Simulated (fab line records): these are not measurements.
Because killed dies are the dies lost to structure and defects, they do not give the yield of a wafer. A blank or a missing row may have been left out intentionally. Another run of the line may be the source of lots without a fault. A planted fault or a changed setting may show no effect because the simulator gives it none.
Matching of chambers	flow sfq-line	SFQ_TRILAYER_L0_CAP_PECVD_011 on pecvd-04 has 3 sister chambers
The step deposits SiO2 from SiH4/N2O, time 13.333 s, target thk 60 nm. 14 wafers are shown with their chamber, then 7 later ones without.

== EACH WAFER AND ITS CHAMBER ==
wafer	chamber	throttle-valve-pct (%)	heater-power-w (W)
L487.2	2	22.7	79
L487.4	0	22.5	90
L487.6	1	23.7	68
L488.3	2	22.6	77
L488.4	2	22.5	80
L488.5	0	22.7	91
L492.4	2	22.5	77
L492.5	1	23.6	76
L492.6	0	22.8	84
L503.2	0	22.8	85
L503.5	0	22.7	83
L503.6	1	24.0	77
L505.1	0	22.9	94
L505.3	1	23.9	68

SIGNATURES (means of the wafers above)
reading	chamber 0	chamber 1	chamber 2	scatter within a chamber
throttle-valve-pct	22.733	23.800	22.575	0.142
heater-power-w	87.83	72.25	78.25	4.03
Rule: for each reading, subtract the chamber's mean from the wafer's reading, divide by that reading's scatter and square the result; add these up over the readings and take the root, which gives the wafer's distance from the chamber. If the next closest chamber is less than 2 further off than the closest, the wafer can't be placed; otherwise it belongs to the closest. The scatter: take each reading less its chamber's mean, square it, sum over the shown wafers, divide by the number of wafers less the number of chambers, and take the root.

== WAFERS MISSING THEIR CHAMBER ==
wafer	throttle-valve-pct (%)	heater-power-w (W)
L505.5	22.8	84
L506.2	24.1	65
L506.3	22.6	89
L506.5	22.6	77
L509.1	22.6	96
L509.4	22.7	95
L509.5	24.1	79

== THE CHAMBER EACH PASSED THROUGH ==
wafer	from the rows above	in truth
L505.5	can't be placed: 0 or 2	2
L506.2	1	1
L506.3	can't be placed: 0 or 2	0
L506.5	2	2
L509.1	0	0
L509.4	0	0
L509.5	1	1
Correct placement for 5 of the 7. These rows do not allow placing 2 (true chamber among the candidates in 2). 0 placed wrongly.
